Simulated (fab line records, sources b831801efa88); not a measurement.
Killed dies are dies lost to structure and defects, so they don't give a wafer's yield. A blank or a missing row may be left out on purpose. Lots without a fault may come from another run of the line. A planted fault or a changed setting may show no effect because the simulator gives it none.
fab line records | flow sky130
record lots=13 wafers=39 last_day=50
route steps=708 shown FIELD_ISO@3 NWELL@75 VT_ADJUST_HVTP@93 PAD_OPEN@708
lots that met no fault: from a run of the same line without faults
start_h: hours from the record's first day to the start of the lot's first wafer shown | wait_h: hours since the lot's step before | " the same as in the row above | L1.1+2: a row that stands for several wafers | - no value, or no start given | * or withheld: withheld | < > ~ a bound
route shown NAME@n: a module of which the file shows steps, and the number in the route of the first | usual: mean/standard deviation of fault-free wafers | same: alike in all rows | chamber/n: place in a boat | sites: the reading at each site | _std_site: their standard deviation | _edge_site: outer sites' mean less inner sites' | radius_mm: how far each site lies from the wafer's centre | mask NAME#n: copy n | behind: the tool/chamber that last shaped the wafer | hold: why the lot was held/for how many hours/how that ended | device: the transistor (n, p or np) that didn't switch | end of line: the same wafers' tests at the end of the route | a step without rows: its recipe alone | killed: dies lost to structure and defects at the first sort, not the wafer's yield | map: a wafer's dies, x killed, . not, _ none there
set.NAME: the setting as run; set.NAME@STEP: as run at that earlier step | model.NAME: the simulator's own value behind a step, which no gauge read
steps of the route over a sample of lots; a table a step, a row a wafer
services: from which hour (start_h, from the record's first day; less than 0 if before it) a tool's chamber was out of use, for how many hours, and why
## steps
# step SKY_FIELD_ISO_THK_MEAS_02
# recipe reads=SiO2_of_FIELD_ISO_OXIDATION_01
# usual FIELD_ISO_OXIDATION_00_THK=12.09/0.22
# columns lot.wafer tool chamber start_h wait_h FIELD_ISO_OXIDATION_00_THK[nm]
L738.2 film_metro-01 - 12.57 0.0 12.22
L738.3 " - " " 12.05
L738.4 " - " " 12.24
L739.3 film_metro-03 - 16.65 0.0 11.68
L739.5 " - " " 11.58
L739.6 " - " " 11.73
L740.1 film_metro-01 - 22.36 0.0 11.84
L740.2 " - " " 11.91
L740.3 " - " " 11.99
L743.1 film_metro-02 - 38.73 0.0 12.60
L743.4 " - " " 12.66
L743.6 " - " " 12.47
L744.1 film_metro-01 - 45.81 0.0 12.03
L744.3 " - " " 11.95
L744.5 " - " " 11.71
L745.3 film_metro-01 - 50.08 0.0 12.29
L745.4 " - " " 12.13
L745.6 " - " " 12.12
L748.2 film_metro-03 - 61.65 0.0 12.12
L748.5 " - " " 11.94
L748.6 " - " " 12.08
L750.1 film_metro-02 - 74.95 0.0 12.24
L750.3 " - " " 12.10
L750.4 " - " " 11.92
L757.2 film_metro-03 - 107.07 0.0 12.29
L757.5 " - " " 12.24
L757.6 " - " " 12.27
L759.1 film_metro-01 - 116.75 0.0 12.54
L759.2 " - " " 12.43
L759.5 " - " " 12.41
L758.3 film_metro-02 - 116.77 0.0 12.14
L758.4 " - " " 12.30
L758.5 " - " " 12.12
L760.1 film_metro-01 - 127.74 0.0 11.88
L760.3 " - " " 11.82
L760.4 " - " " 11.96
L761.1 film_metro-02 - 127.74 0.0 12.23
L761.3 " - " " 12.05
L761.4 " - " " 12.18
# step SKY_FIELD_ISO_ETCH_17
# recipe target_depth_a=3420 mask_material=Si3N4 chemistry=HBr/Cl2/O2 target=Si taper_deg=5 icp_w=600 bias_w=150 pressure_mtorr=15 HBr_flow_sccm=150 Cl2_flow_sccm=40 O2_flow_sccm=6 time_s=97.7
# usual HBr_flow_sccm=150.1/0.43 bias_w=150.1/0.42 drypump_motor_current_A=5.3/0.42 oes_product_au=0.998/0.0093 throttle_valve_pct=25.658/0.01
# columns lot.wafer tool chamber start_h wait_h HBr_flow_sccm bias_w drypump_motor_current_A oes_product_au rf_hours_counter_h throttle_valve_pct
L738.2 rie_si-02 2 30.71 0.1 149.9 149.9 5.2 0.987 151 25.660
L738.3 " 1 " " 149.6 150.0 5.7 1.007 141 25.650
L738.4 " 2 " " 150.1 149.9 5.2 0.985 - 25.655
L739.3 rie_si-02 3 34.31 0.0 150.1 150.5 5.4 0.988 2 25.663
L739.5 " 2 " " 150.1 149.6 5.2 0.983 - 25.666
L739.6 " 1 " " 150.6 150.0 5.7 0.999 - 25.645
L740.1 rie_si-01 0 39.53 0.1 150.6 150.3 5.9 0.996 54 25.668
L740.2 " 2 " " 149.8 150.6 4.9 1.013 1 25.644
L740.3 " 1 " " 150.3 149.9 5.9 1.006 5 25.650
L743.1 rie_si-02 1 56.66 0.1 150.3 149.8 5.7 1.004 141 25.646
L743.4 " 2 " " 150.4 150.2 5.2 0.991 151 25.649
L743.6 " 1 " " 150.2 150.2 5.7 1.017 - 25.647
L744.1 rie_si-01 1 63.16 0.1 149.8 149.8 5.9 0.990 5 25.659
L744.3 " 2 " " 150.4 150.2 4.9 1.006 2 25.657
L744.5 " 1 " " 150.1 149.2 5.9 0.996 - 25.659
L745.3 rie_si-02 2 68.26 0.0 150.6 150.4 5.2 0.995 152 25.662
L745.4 " 0 " " 150.1 148.8 4.7 1.011 0 25.638
L745.6 " 0 " " 150.3 150.0 4.7 1.010 - 25.654
L748.2 rie_si-02 0 80.86 0.1 150.4 150.1 4.7 1.010 0 25.655
L748.5 " 3 " " 150.1 151.0 5.4 0.995 - 25.649
L748.6 " 0 " " 150.9 149.3 4.6 1.006 - 25.656
L750.1 rie_si-02 2 92.67 0.1 150.8 150.0 5.2 0.985 0 25.645
L750.3 " 0 " " 149.8 149.8 4.6 1.005 0 25.634
L750.4 " 1 " " 149.5 150.2 5.7 1.000 142 25.663
L757.2 rie_si-02 3 126.52 0.1 150.1 150.3 5.4 1.001 3 25.646
L757.5 " 3 " " 150.2 150.4 5.4 1.002 - 25.653
L757.6 " 2 " " 150.3 149.8 5.2 1.003 - 25.658
L758.3 rie_si-02 2 136.54 0.0 149.7 150.7 5.2 0.993 0 25.664
L758.4 " 1 " " 150.6 150.6 5.7 0.996 0 25.673
L758.5 " 3 " " 150.0 149.8 5.4 0.990 - 25.665
L759.1 rie_si-01 3 136.77 0.1 149.9 150.3 5.0 0.985 0 25.666
L759.2 " 1 " " 149.2 151.1 5.9 0.980 6 25.671
L759.5 " 0 " " 149.8 151.1 5.8 0.995 - 25.670
L760.1 rie_si-02 0 149.26 0.1 149.8 150.1 4.7 0.993 1 25.655
L760.3 " 1 " " 150.0 149.3 5.7 1.000 0 25.655
L760.4 " 2 " " 150.4 150.3 5.2 0.987 1 25.645
L761.1 rie_si-01 2 149.67 0.1 150.4 150.1 4.9 1.012 2 25.648
L761.3 " 1 " " 149.8 150.0 6.0 0.996 6 25.650
L761.4 " 3 " " 150.3 150.3 5.1 0.993 0 25.655
# step SKY_NWELL_DEVELOP_22
# recipe wall_angle_deg=90 developer=TMAH develop_time_s=60 dev_temp_c=23
# usual developer_temp_C=22.99/0.099
# columns lot.wafer tool chamber start_h wait_h developer_temp_C
L738.2 litho_track-03 0 102 - 23.11
L738.3 " 0 " " 23.12
L738.4 " 0 " " 23.03
L739.3 litho_track-01 0 109 - 22.96
L739.5 " 0 " " 22.82
L739.6 " 0 " " 22.94
L740.1 litho_track-03 0 118 - 23.07
L740.2 " 0 " " 23.03
L740.3 " 0 " " 23.14
L743.1 litho_track-04 0 129 - 22.92
L743.4 " 0 " " 22.90
L743.6 " 0 " " 23.08
L744.1 litho_track-04 0 138 - 23.11
L744.3 " 0 " " 22.91
L744.5 " 0 " " 23.11
L745.3 litho_track-01 0 155 - 22.85
L745.4 " 0 " " 23.09
L745.6 " 0 " " 23.12
L748.2 litho_track-03 0 179 - 22.95
L748.5 " 0 " " 22.99
L748.6 " 0 " " 23.02
L750.1 litho_track-04 0 180 - 23.06
L750.3 " 0 " " 23.01
L750.4 " 0 " " 22.84
L757.2 litho_track-04 0 220 - 22.10
L757.5 " 0 " " 21.92
L757.6 " 0 " " 22.01
L758.3 litho_track-04 0 231 - 21.96
L758.4 " 0 " " 22.03
L758.5 " 0 " " 21.98
L759.1 litho_track-03 0 231 - 23.14
L759.2 " 0 " " 23.00
L759.5 " 0 " " 22.98
L760.1 litho_track-01 0 241 - 22.88
L760.3 " 0 " " 23.25
L760.4 " 0 " " 23.06
L761.1 litho_track-03 0 241 - 22.89
L761.3 " 0 " " 22.98
L761.4 " 0 " " 22.92
# step SKY_VT_ADJUST_HVTP_OVL_MEAS_08
# usual VT_ADJUST_HVTP_OVL=0.0/1.4
# columns lot.wafer tool chamber start_h wait_h VT_ADJUST_HVTP_OVL[nm]
L738.2 overlay-02 - 120.59 0.1 0.2
L738.3 " - " " 0.6
L738.4 " - " " -0.8
L739.3 overlay-02 - 127.84 0.1 0.2
L739.5 " - " " 0.9
L739.6 " - " " 0.3
L740.1 overlay-02 - 136.93 0.1 -0.2
L740.2 " - " " 1.4
L740.3 " - " " 0.6
L743.1 overlay-02 - 149.12 0.1 1.5
L743.4 " - " " 0.9
L743.6 " - " " 0.6
L744.1 overlay-02 - 159.17 0.1 -0.6
L744.3 " - " " -2.6
L744.5 " - " " -1.4
L745.3 overlay-01 - 176.28 0.1 0.0
L745.4 " - " " -0.7
L745.6 " - " " -0.8
L748.2 overlay-02 - 201.19 0.1 3.4
L748.5 " - " " 3.4
L748.6 " - " " 3.5
L750.1 overlay-02 - 202.13 0.1 1.4
L750.3 " - " " -0.2
L750.4 " - " " 0.0
L757.2 overlay-01 - 243.69 0.1 -0.3
L757.5 " - " " 1.0
L757.6 " - " " -1.6
L758.3 overlay-01 - 255.14 0.1 0.5
L758.4 " - " " -0.4
L758.5 " - " " -1.2
L759.1 overlay-02 - 255.92 0.1 -2.3
L759.2 " - " " -2.7
L759.5 " - " " -2.2
L760.1 overlay-01 - 264.87 0.1 -1.5
L760.3 " - " " -0.6
L760.4 " - " " 0.0
L761.1 overlay-01 - 265.28 0.1 -0.9
L761.3 " - " " 0.5
L761.4 " - " " 2.3
# step SKY_PAD_OPEN_PROBE_99
# usual killed_at_M0_to_M3=44/6.4 killed_at_M4_up=3.6/2.1 killed_at_contacts=23/5.1 killed_at_front_end=15/4.3 killed_at_other=0.3/0.56 killed_dies=86/9 killed_on_rim=17/3.3 killed_open=47/6.4 killed_short=39/5.8
# same gross_dies=492 killed_at_back_side=0
# columns lot.wafer tool chamber start_h wait_h killed_at_M0_to_M3 killed_at_M4_up killed_at_contacts killed_at_front_end killed_at_other killed_dies killed_on_rim killed_open killed_short
L738.2 prober-01 - 1065.70 0.1 36 3 21 16 0 76 18 45 31
L738.3 prober-01 - 1065.75 0.2 48 5 21 14 0 88 22 49 39
L738.4 prober-01 - 1065.80 0.2 43 1 25 22 0 91 15 43 47
L739.3 prober-02 - 1081.77 0.2 51 4 23 10 0 88 18 54 34
L739.5 prober-02 - 1081.87 0.2 53 4 20 16 2 95 17 44 51
L739.6 prober-02 - 1081.92 0.2 43 9 27 17 0 96 13 52 44
L740.1 prober-01 - 1084.65 0.1 43 2 18 13 0 76 16 44 32
L740.2 prober-01 - 1084.70 0.1 33 3 11 23 0 70 15 35 35
L740.3 prober-01 - 1084.75 0.2 45 1 19 7 0 72 19 44 28
L743.1 prober-01 - 1101.46 0.1 40 1 21 11 0 73 13 42 31
L743.4 prober-01 - 1101.61 0.2 61 4 26 13 0 104 18 60 44
L743.6 prober-01 - 1101.71 0.2 53 4 15 10 1 83 17 50 33
L744.1 prober-02 - 1112.93 0.1 42 3 20 14 0 79 17 46 33
L744.3 prober-02 - 1113.03 0.2 47 1 20 18 1 87 17 43 43
L744.5 prober-02 - 1113.13 0.2 38 3 19 19 0 79 15 44 35
L745.3 prober-01 - 1119.43 0.2 44 6 20 9 1 80 9 45 35
L745.4 prober-01 - 1119.48 0.2 39 2 26 10 1 78 14 44 34
L745.6 prober-01 - 1119.58 0.2 56 2 15 13 0 86 16 48 38
L748.2 prober-02 - 1137.28 0.1 40 9 24 12 1 86 22 48 37
L748.5 prober-02 - 1137.43 0.2 53 5 16 12 1 87 14 54 32
L748.6 prober-02 - 1137.48 0.2 47 7 24 9 1 88 13 40 47
L750.1 prober-02 - 1140.83 0.1 40 8 29 13 0 90 20 42 48
L750.3 prober-02 - 1140.93 0.2 37 6 24 12 0 79 16 43 36
L750.4 prober-02 - 1140.98 0.2 47 3 24 14 0 88 16 47 41
L757.2 prober-01 - 1185.16 0.1 40 7 22 20 0 89 20 56 31
L757.5 prober-01 - 1185.31 0.2 35 4 20 13 0 72 9 35 37
L757.6 prober-01 - 1185.36 0.2 54 5 27 22 1 109 22 53 54
L759.1 prober-02 - 1187.15 0.1 50 0 17 15 0 82 14 50 32
L759.2 prober-02 - 1187.20 0.1 43 4 35 17 1 100 19 59 41
L759.5 prober-02 - 1187.35 0.2 41 4 22 11 0 78 18 44 34
L758.3 prober-01 - 1190.43 0.2 38 4 24 8 1 75 14 37 38
L758.4 prober-01 - 1190.48 0.2 50 4 25 14 0 93 15 52 41
L758.5 prober-01 - 1190.53 0.2 53 2 27 13 1 96 17 51 45
L761.1 prober-02 - 1194.03 0.1 40 3 23 20 0 86 18 51 35
L761.3 prober-02 - 1194.13 0.2 38 3 28 14 1 84 15 45 39
L761.4 prober-02 - 1194.18 0.2 38 5 20 19 1 83 14 40 42
L760.1 prober-01 - 1194.52 0.1 47 2 27 16 0 92 20 53 39
L760.3 prober-01 - 1194.62 0.2 35 4 15 17 0 71 16 37 34
L760.4 prober-01 - 1194.67 0.2 50 2 26 10 1 89 17 49 39
# killed by level:class
L738.2 VIA1:geometric_particle:open=10 LI_CONTACT:geometric_particle:open=8 VIA1:geometric_particle:short=7 CONTACT:geometric_particle:open=6 VIA3:geometric_particle:open=6 VIA2:geometric_particle:open=5 FIELD_ISO:geometric_particle:short=4 POLY_GATE:geometric_particle:open=3
L738.3 VIA1:geometric_particle:short=11 VIA1:geometric_particle:open=10 CONTACT:geometric_particle:open=10 VIA3:geometric_particle:open=7 FIELD_ISO:geometric_particle:open=6 METAL2:geometric_particle:short=6 VIA2:geometric_particle:open=5 POLY_GATE:geometric_particle:open=4
L738.4 VIA2:geometric_particle:open=7 FIELD_ISO:geometric_particle:short=6 CONTACT:geometric_particle:open=6 CONTACT:geometric_particle:short=6 VIA1:geometric_particle:open=6 VIA3:geometric_particle:open=6 POLY_GATE:geometric_particle:short=5 POLY_GATE:geometric_particle:open=5
L739.3 VIA1:geometric_particle:open=13 VIA2:geometric_particle:open=10 CONTACT:geometric_particle:open=9 VIA3:geometric_particle:open=8 METAL1:geometric_particle:short=7 LOCAL_INTERCONNECT:geometric_particle:short=5 LI_CONTACT:geometric_particle:open=4 FIELD_ISO:geometric_particle:open=3
L739.5 VIA1:geometric_particle:open=13 METAL2:geometric_particle:short=8 VIA2:geometric_particle:open=8 LI_CONTACT:geometric_particle:open=7 LI_CONTACT:geometric_particle:short=5 METAL1:geometric_particle:short=5 VIA3:geometric_particle:open=5 POLY_GATE:geometric_particle:short=4
L739.6 VIA2:geometric_particle:open=10 CONTACT:geometric_particle:open=9 METAL4:geometric_particle:short=8 LI_CONTACT:geometric_particle:open=7 VIA1:geometric_particle:open=7 VIA1:geometric_particle:short=6 VIA3:geometric_particle:open=5 FIELD_ISO:geometric_particle:open=4
L740.1 VIA1:geometric_particle:open=11 VIA3:geometric_particle:open=10 POLY_GATE:geometric_particle:open=5 LI_CONTACT:geometric_particle:open=5 CONTACT:geometric_particle:open=5 CONTACT:geometric_particle:short=5 VIA2:geometric_particle:open=5 VIA2:geometric_particle:short=4
L740.2 CONTACT:geometric_particle:open=8 VIA1:geometric_particle:open=8 METAL2:geometric_particle:short=8 POLY_GATE:geometric_particle:short=6 FIELD_ISO:geometric_particle:short=5 POLY_GATE:geometric_particle:open=5 METAL1:geometric_particle:short=5 VIA1:geometric_particle:short=4
L740.3 VIA1:geometric_particle:open=11 VIA3:geometric_particle:open=8 CONTACT:geometric_particle:open=7 LI_CONTACT:geometric_particle:open=6 VIA2:geometric_particle:open=6 VIA3:geometric_particle:short=5 CONTACT:geometric_particle:short=3 METAL1:geometric_particle:short=3
L743.1 VIA1:geometric_particle:open=10 CONTACT:geometric_particle:open=7 VIA3:geometric_particle:open=7 METAL2:geometric_particle:short=6 CONTACT:geometric_particle:short=6 FIELD_ISO:geometric_particle:open=5 LI_CONTACT:geometric_particle:open=4 METAL1:geometric_particle:short=4
L743.4 METAL2:geometric_particle:short=14 VIA3:geometric_particle:open=12 CONTACT:geometric_particle:open=11 VIA2:geometric_particle:open=9 VIA1:geometric_particle:open=9 LI_CONTACT:geometric_particle:open=6 POLY_GATE:geometric_particle:open=5 VIA1:geometric_particle:short=5
L743.6 METAL2:geometric_particle:short=10 VIA1:geometric_particle:open=9 CONTACT:geometric_particle:open=9 VIA2:geometric_particle:open=9 VIA3:geometric_particle:open=7 VIA1:geometric_particle:short=6 METAL2:geometric_particle:open=3 METAL3:geometric_particle:short=3
L744.1 METAL1:geometric_particle:short=12 VIA1:geometric_particle:open=10 CONTACT:geometric_particle:open=8 FIELD_ISO:geometric_particle:open=5 LI_CONTACT:geometric_particle:open=5 LOCAL_INTERCONNECT:geometric_particle:short=5 POLY_GATE:geometric_particle:open=4 METAL1:geometric_particle:open=3
L744.3 VIA1:geometric_particle:open=11 METAL2:geometric_particle:short=8 CONTACT:geometric_particle:open=7 METAL1:geometric_particle:short=7 LI_CONTACT:geometric_particle:open=5 VIA1:geometric_particle:short=5 VIA2:geometric_particle:open=5 FIELD_ISO:geometric_particle:open=4
L744.5 CONTACT:geometric_particle:open=10 VIA1:geometric_particle:open=8 FIELD_ISO:geometric_particle:short=7 VIA3:geometric_particle:open=6 VIA2:geometric_particle:open=6 FIELD_ISO:geometric_particle:open=4 POLY_GATE:geometric_particle:open=4 LOCAL_INTERCONNECT:geometric_particle:short=4
L745.3 VIA1:geometric_particle:open=12 CONTACT:geometric_particle:open=9 VIA1:geometric_particle:short=8 LI_CONTACT:geometric_particle:open=6 METAL4:geometric_particle:short=6 VIA2:geometric_particle:short=5 VIA2:geometric_particle:open=5 FIELD_ISO:geometric_particle:open=4
L745.4 VIA2:geometric_particle:open=10 CONTACT:geometric_particle:short=9 CONTACT:geometric_particle:open=9 LI_CONTACT:geometric_particle:open=7 VIA1:geometric_particle:open=6 METAL2:geometric_particle:short=6 VIA3:geometric_particle:open=5 METAL1:geometric_particle:short=5
L745.6 VIA1:geometric_particle:open=13 METAL2:geometric_particle:short=10 VIA2:geometric_particle:open=9 LI_CONTACT:geometric_particle:open=7 VIA3:geometric_particle:open=6 FIELD_ISO:geometric_particle:short=4 CONTACT:geometric_particle:open=4 VIA1:geometric_particle:short=4
L748.2 VIA1:geometric_particle:open=12 LI_CONTACT:geometric_particle:open=7 VIA3:geometric_particle:open=7 CONTACT:geometric_particle:open=6 CONTACT:geometric_particle:short=6 VIA2:geometric_particle:open=6 METAL4:geometric_particle:short=6 VIA1:geometric_particle:short=4
L748.5 VIA1:geometric_particle:open=19 VIA1:geometric_particle:short=7 VIA2:geometric_particle:open=7 CONTACT:geometric_particle:open=6 VIA3:geometric_particle:open=6 CONTACT:geometric_particle:short=5 METAL2:geometric_particle:short=5 FIELD_ISO:geometric_particle:open=4
L748.6 METAL1:geometric_particle:short=9 LI_CONTACT:geometric_particle:open=7 CONTACT:geometric_particle:short=6 CONTACT:geometric_particle:open=6 VIA1:geometric_particle:open=6 VIA3:geometric_particle:open=6 METAL2:geometric_particle:short=5 METAL4:geometric_particle:short=5
L750.1 LI_CONTACT:geometric_particle:open=13 VIA3:geometric_particle:open=8 CONTACT:geometric_particle:open=7 POLY_GATE:geometric_particle:short=6 CONTACT:geometric_particle:short=6 METAL1:geometric_particle:short=6 FIELD_ISO:geometric_particle:short=5 VIA1:geometric_particle:short=5
L750.3 CONTACT:geometric_particle:open=14 CONTACT:geometric_particle:short=6 VIA2:geometric_particle:open=6 VIA1:geometric_particle:short=6 POLY_GATE:geometric_particle:open=5 VIA1:geometric_particle:open=5 FIELD_ISO:geometric_particle:short=4 VIA3:geometric_particle:short=4
L750.4 CONTACT:geometric_particle:open=10 VIA1:geometric_particle:open=10 METAL2:geometric_particle:short=9 VIA3:geometric_particle:open=8 VIA2:geometric_particle:open=6 CONTACT:geometric_particle:short=5 LI_CONTACT:geometric_particle:short=4 FIELD_ISO:geometric_particle:open=3
L757.2 VIA3:geometric_particle:open=13 CONTACT:geometric_particle:open=12 VIA1:geometric_particle:short=7 FIELD_ISO:geometric_particle:open=5 FIELD_ISO:geometric_particle:short=5 VIA1:geometric_particle:open=5 VIA2:geometric_particle:open=5 POLY_GATE:geometric_particle:open=4
L757.5 VIA3:geometric_particle:open=8 CONTACT:geometric_particle:open=7 METAL1:geometric_particle:short=6 VIA1:geometric_particle:open=6 POLY_GATE:geometric_particle:short=5 FIELD_ISO:geometric_particle:open=4 FIELD_ISO:geometric_particle:short=4 LI_CONTACT:geometric_particle:open=4
L757.6 FIELD_ISO:geometric_particle:short=13 VIA1:geometric_particle:open=12 METAL2:geometric_particle:short=10 CONTACT:geometric_particle:open=10 VIA1:geometric_particle:short=8 CONTACT:geometric_particle:short=7 VIA2:geometric_particle:open=7 FIELD_ISO:geometric_particle:open=5
L759.1 VIA1:geometric_particle:open=11 VIA3:geometric_particle:open=9 METAL1:geometric_particle:short=8 CONTACT:geometric_particle:open=7 POLY_GATE:geometric_particle:open=6 VIA2:geometric_particle:open=6 VIA2:geometric_particle:short=4 LI_CONTACT:geometric_particle:open=4
L759.2 CONTACT:geometric_particle:open=14 VIA1:geometric_particle:open=12 CONTACT:geometric_particle:short=9 VIA3:geometric_particle:open=6 LI_CONTACT:geometric_particle:open=5 LOCAL_INTERCONNECT:geometric_particle:short=5 METAL1:geometric_particle:open=5 POLY_GATE:geometric_particle:short=4
L759.5 VIA1:geometric_particle:open=11 VIA2:geometric_particle:open=7 VIA3:geometric_particle:open=7 LI_CONTACT:geometric_particle:open=6 CONTACT:geometric_particle:short=5 CONTACT:geometric_particle:open=5 VIA1:geometric_particle:short=5 METAL2:geometric_particle:short=5
L758.3 VIA1:geometric_particle:open=10 LI_CONTACT:geometric_particle:open=7 LI_CONTACT:geometric_particle:short=6 VIA3:geometric_particle:open=6 CONTACT:geometric_particle:open=5 FIELD_ISO:geometric_particle:short=4 VIA2:geometric_particle:short=4 METAL3:geometric_particle:short=4
L758.4 VIA1:geometric_particle:open=13 CONTACT:geometric_particle:open=9 METAL1:geometric_particle:short=7 VIA1:geometric_particle:short=7 VIA2:geometric_particle:open=7 LI_CONTACT:geometric_particle:open=6 CONTACT:geometric_particle:short=6 FIELD_ISO:geometric_particle:short=4
L758.5 VIA1:geometric_particle:open=13 VIA2:geometric_particle:open=11 CONTACT:geometric_particle:open=9 LI_CONTACT:geometric_particle:open=8 METAL2:geometric_particle:short=8 CONTACT:geometric_particle:short=5 METAL1:geometric_particle:short=5 VIA1:geometric_particle:short=4
L761.1 VIA1:geometric_particle:open=14 CONTACT:geometric_particle:open=12 VIA2:geometric_particle:open=7 METAL1:geometric_particle:short=6 VIA3:geometric_particle:open=6 FIELD_ISO:geometric_particle:short=5 POLY_GATE:geometric_particle:open=4 SPACER:geometric_particle:short=4
L761.3 VIA1:geometric_particle:open=11 CONTACT:geometric_particle:open=7 LI_CONTACT:geometric_particle:open=6 FIELD_ISO:geometric_particle:open=5 FIELD_ISO:geometric_particle:short=5 CONTACT:geometric_particle:short=5 LOCAL_INTERCONNECT:geometric_particle:short=5 VIA3:geometric_particle:short=4
L761.4 VIA1:geometric_particle:open=11 FIELD_ISO:geometric_particle:open=7 VIA3:geometric_particle:open=7 VIA1:geometric_particle:short=6 CONTACT:geometric_particle:open=6 LOCAL_INTERCONNECT:geometric_particle:short=5 METAL2:geometric_particle:short=4 CONTACT:geometric_particle:short=4
L760.1 LI_CONTACT:geometric_particle:open=10 CONTACT:geometric_particle:open=8 METAL1:geometric_particle:short=8 VIA3:geometric_particle:open=8 FIELD_ISO:geometric_particle:open=7 VIA1:geometric_particle:short=7 VIA1:geometric_particle:open=7 VIA3:geometric_particle:short=6
L760.3 VIA1:geometric_particle:open=11 CONTACT:geometric_particle:open=7 FIELD_ISO:geometric_particle:short=5 METAL1:geometric_particle:short=5 CONTACT:geometric_particle:short=5 POLY_GATE:geometric_particle:open=4 METAL4:geometric_particle:short=4 METAL2:geometric_particle:short=3
L760.4 CONTACT:geometric_particle:open=12 VIA1:geometric_particle:open=9 VIA3:geometric_particle:open=9 VIA1:geometric_particle:short=8 CONTACT:geometric_particle:short=6 VIA2:geometric_particle:short=6 LI_CONTACT:geometric_particle:open=5 FIELD_ISO:geometric_particle:short=4
## services
# columns tool chamber start_h hours kind
rie_si-02 0 23.30 - clean
rie_si-02 0 23.30 16.6 scheduled_down
rie_si-02 0 23.30 16.6 vent_cycle
rie_si-01 1 27.00 8.8 repair
rie_si-02 2 75.16 - clean
rie_si-02 2 75.16 17.1 scheduled_down
rie_si-02 2 75.16 17.1 vent_cycle
rie_si-01 3 90.80 - clean
rie_si-01 3 90.80 12.6 scheduled_down
rie_si-01 3 90.80 12.6 vent_cycle
rie_si-02 1 116.66 - clean
rie_si-02 1 116.66 18.5 scheduled_down
rie_si-02 1 116.66 18.5 vent_cycle
rie_si-01 - 142.10 0.6 repair
rie_si-01 2 208.22 11.0 repair
litho_track-04 - 214.23 - consumable_replace:filter
rie_si-01 1 216.62 21.5 repair
rie_si-02 2 234.65 3.5 repair
## key
first_sign step=SKY_NWELL_DEVELOP_22 reading=developer_temp_C direction=down sigmas=10 usual=* struck=*
effect none on later readings
met_at SKY_NWELL_DEVELOP_22
struck_lots L757,L758
tester_left_out L757,L758
not_acting_at SKY_FIELD_ISO_THK_MEAS_02,SKY_FIELD_ISO_ETCH_17,SKY_VT_ADJUST_HVTP_OVL_MEAS_08
onset_between 180 220
fault kind=process_parameter_drift tool=litho_track-04 chamber=- onset_h=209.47 steps=SKY_NWELL_DEVELOP_22 channel=dev_temp_c offset=* shape=step end_h=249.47 acts_in=* stated=*
# tester_left_out: of these lots the tester's yield and bins aren't shown, on N5 and GAA mostly nor the transistor test; their killed dies are dies lost to structure and defects alone, not to doping, threshold or leakage, so they don't give the yield
